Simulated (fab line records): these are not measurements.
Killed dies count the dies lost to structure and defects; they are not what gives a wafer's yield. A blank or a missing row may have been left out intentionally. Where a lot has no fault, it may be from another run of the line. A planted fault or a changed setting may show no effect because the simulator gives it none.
Which tool did it? + flow sky130 + 7 lots (21 wafers sampled), 1 step of a 708-step route

== WHAT THE GAUGES READ, wafer by wafer ==
SKY_VIA2_CD_MEAS_12: target cd 200 nm.
| lot  | measured     | on       | cdNm (nm)         |
|------|--------------|----------|-------------------|
| L133 | day 37 06:40 | cdSem-01 | 201.6 199.8 200.2 |
| L136 | day 38 14:18 | cdSem-02 | 200.7 200.2 200.4 |
| L140 | day 39 17:29 | cdSem-02 | 200.2 198.8 201.0 |
| L142 | day 40 16:28 | cdSem-02 | 201.6 202.4 202.4 |
| L146 | day 41 17:40 | cdSem-02 | 199.7 200.3 201.2 |
| L148 | day 41 21:00 | cdSem-02 | 200.5 200.6 199.6 |
| L150 | day 42 03:28 | cdSem-01 | 198.9 198.5 198.8 |

== WHICH TOOL RAN EACH LOT (tool, then ch and the chambers of the sampled wafers, then the start) ==
There is no process step in the record ahead of these readings.

== THE ANSWER, worked out from the rows above alone ==
Rule: the usual values come from the lots themselves. Put in order of their means at a reading, lots are off if they are a third of the lots or fewer, leave a main group of 4 or more, and stand apart from it by a gap of 3 or more times the standard deviation of the main group's means; of several such gaps the widest counts. A main group is skipped when, at the precision printed for the reading in the tables above, its means are all equal. A lot without any number at a reading at which 4 lots or more have one is off too. The other lots that the step has rows for count as sound.
No lot is off at any reading shown: from this, nothing can be told.

== WHAT WAS PUT IN BY THE SIMULATOR ==
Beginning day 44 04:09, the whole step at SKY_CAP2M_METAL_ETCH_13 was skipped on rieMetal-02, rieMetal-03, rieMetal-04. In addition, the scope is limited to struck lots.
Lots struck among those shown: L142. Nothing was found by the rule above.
